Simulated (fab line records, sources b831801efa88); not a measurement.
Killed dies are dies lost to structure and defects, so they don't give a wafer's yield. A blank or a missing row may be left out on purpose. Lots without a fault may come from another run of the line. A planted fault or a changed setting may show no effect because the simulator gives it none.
Split-lot experiment | flow sky130 | 5 lots, 23 wafers read, on a route of 708 steps

THE SPLIT
At SKY_VT_ADJUST_HVTR_EXPOSE_04 (exposes mask HVTRM, target cd 380 nm), the setting dose_mj was moved away from the recipe's 150 on 8 of the 23 wafers read, by -5.7% to +6.1%. The other wafers ran this setting at the recipe's value.

FROM THE SPLIT TO THE READING: what the file shows between them, 2 steps
- SKY_VT_ADJUST_HVTR_PEB_05
- SKY_VT_ADJUST_HVTR_DEVELOP_06: develop time 57.6 s

THE READING
cd_nm, in nm, at SKY_VT_ADJUST_HVTR_CD_MEAS_07 (target cd 380 nm). Fault-free wafers of this fab line usually give 379.8 nm, standard deviation 2.5 nm.

wafer  | tool, chamber at the split | dose_mj as run | against the recipe | cd_nm, nm | against lot-mates on the recipe
L074.1 | iline_stepper-02, 0        | 159.2          | +6.1%              | 396.8     | +17.5
L074.2 | iline_stepper-02, 0        | 150            | recipe             | 379.1     | -
L074.3 | iline_stepper-02, 0        | 159.2          | +6.1%              | 398.8     | +19.5
L074.4 | iline_stepper-02, 0        | 150            | recipe             | 379.5     | -
L074.5 | iline_stepper-02, 0        | 159.2          | +6.1%              | 398.9     | +19.6
L075.1 | iline_stepper-01, 0        | 150            | recipe             | 381.3     | -
L075.4 | iline_stepper-01, 0        | 150            | recipe             | 381.0     | -
L075.5 | iline_stepper-01, 0        | 150            | recipe             | 380.3     | -
L077.1 | iline_stepper-01, 0        | 141.5          | -5.7%              | 364.1     | -15.3
L077.2 | iline_stepper-01, 0        | 141.5          | -5.7%              | 362.9     | -16.5
L077.4 | iline_stepper-01, 0        | 150            | recipe             | 379.3     | -
L077.5 | iline_stepper-01, 0        | 150            | recipe             | 377.5     | -
L077.6 | iline_stepper-01, 0        | 150            | recipe             | 381.3     | -
L080.2 | iline_stepper-01, 0        | 154.2          | +2.8%              | 389.2     | +11.1
L080.3 | iline_stepper-01, 0        | 154.2          | +2.8%              | 386.5     | +8.4
L080.4 | iline_stepper-01, 0        | 150            | recipe             | 378.6     | -
L080.5 | iline_stepper-01, 0        | 154.2          | +2.8%              | 387.5     | +9.4
L080.6 | iline_stepper-01, 0        | 150            | recipe             | 377.5     | -
L084.1 | iline_stepper-02, 0        | 150            | recipe             | 383.9     | -
L084.2 | iline_stepper-02, 0        | 150            | recipe             | 380.3     | -
L084.3 | iline_stepper-02, 0        | 150            | recipe             | 381.0     | -
L084.5 | iline_stepper-02, 0        | 150            | recipe             | 382.9     | -
L084.6 | iline_stepper-02, 0        | 150            | recipe             | 379.3     | -

THE FIT
A straight line over all 23 wafers: cd_nm changes by +2.91 nm for each +1% of dose_mj; r = +0.98; the points scatter about the line by 1.6 nm.
The same after taking each lot's own level away (the mean of its wafers on the recipe; 23 wafers): +3.01 nm for each +1%; r = +0.99; scatter 1.3 nm.
On that fit, the largest move of dose_mj shifts the reading by 18 nm.
The lots' own levels span 378.05 to 381.48 nm, that is 1.4 times the standard deviation above.
So the lot-to-lot level changes the slope little: the two slopes agree.
Check: with one of the wafers moved furthest among these (+6.1%) left out of the fit, the line predicts +19.1 nm for it against its lot-mates. It came out at +17.5 nm against them.

OTHER SPLITS ON THESE WAFERS
These wafers also went through other splits before the reading. Each is held against what the fit with the lots' levels taken away leaves over:
other split on the same wafers            | wafers away from the commonest value | r with cd_nm (lot level and that fit taken away)
SKY_VT_ADJUST_LVTN_SOFTBAKE_14 temp_c     | 5                                    | +0.09
SKY_VT_ADJUST_NCORE_EXPOSE_04 dose_mj     | 7                                    | +0.26
SKY_VT_ADJUST_NCORE_IMPLANT_09 energy_kev | 7                                    | -0.04

THE WHOLE CHAIN: every reading that the file lists as answering this split, in the file's order
step                          | what it does        | reading                                                               | change (the file's fit)              | r (the file's)
SKY_VT_ADJUST_HVTR_DEVELOP_06 | develop time 57.6 s | VT_ADJUST_HVTR.cd_nm (the simulator's own value, which no gauge read) | +3.01 nm for each +1% of the setting | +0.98
SKY_VT_ADJUST_HVTR_CD_MEAS_07 | target cd 380 nm    | cd_nm                                                                 | +3 nm for each +1% of the setting    | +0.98

THE FILE'S OWN FIT
cd_nm changes by +3 nm for each +1% of dose_mj, r = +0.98.
